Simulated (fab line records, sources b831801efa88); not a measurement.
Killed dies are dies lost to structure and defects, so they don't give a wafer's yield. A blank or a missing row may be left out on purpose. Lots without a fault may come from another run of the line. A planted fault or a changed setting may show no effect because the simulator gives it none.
Chamber matching | flow gf180mcu | GF_V2_CMP_04 on cmp-02: 4 sister chambers
The step polishes SiO2. 8 wafers are shown with their chamber, then 7 later ones without.

WAFERS WITH THEIR CHAMBER
wafer  | chamber | motor_current_A (A) | time_to_endpoint_s (s)
L881.5 | 0       | 12.9                | 89
L882.5 | 2       | 13.3                | 89
L882.6 | 3       | 12.2                | 81
L890.1 | 1       | 14.7                | 73
L890.5 | 1       | 14.3                | 78
L890.6 | 2       | 14.3                | 80
L892.1 | 0       | 13.6                | 82
L892.4 | 3       | 13.1                | 87

WAFERS WITHOUT THEIR CHAMBER
wafer  | motor_current_A (A) | time_to_endpoint_s (s)
L892.5 | 14.5                | 83
L897.3 | 14.7                | 85
L897.4 | 13.2                | 82
L897.6 | 13.9                | 82
L900.4 | 13.0                | 84
L900.5 | 11.8                | 83
L900.6 | 14.1                | 82

WHICH CHAMBER EACH WENT THROUGH
wafer  | from the rows above               | in truth
L892.5 | can't be placed: 2 or 1 or 0      | 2
L897.3 | can't be placed: 2 or 1 or 0      | 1
L897.4 | can't be placed: 0 or 3 or 2 or 1 | 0
L897.6 | can't be placed: 2 or 0 or 1 or 3 | 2
L900.4 | can't be placed: 0 or 3 or 2      | 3
L900.5 | can't be placed: 3 or 0           | 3
L900.6 | can't be placed: 2 or 1 or 0 or 3 | 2
Placed correctly: 0 of 7. Can't be placed from these rows: 7 (the true chamber is among the candidates in 7). Placed wrongly: 0.
How it was worked out, from the rows above alone: a wafer's distance from a chamber is the root of the sum, over the readings, of the square of ((its reading less the chamber's mean) divided by the reading's scatter). The wafer belongs to the nearest chamber; if the next one is less than 2 further off, it can't be placed. A chamber's mean is the mean of its shown wafers. The scatter: the root of (the sum of the squares of (reading less its chamber's mean) over the shown wafers, divided by (wafers less chambers)).
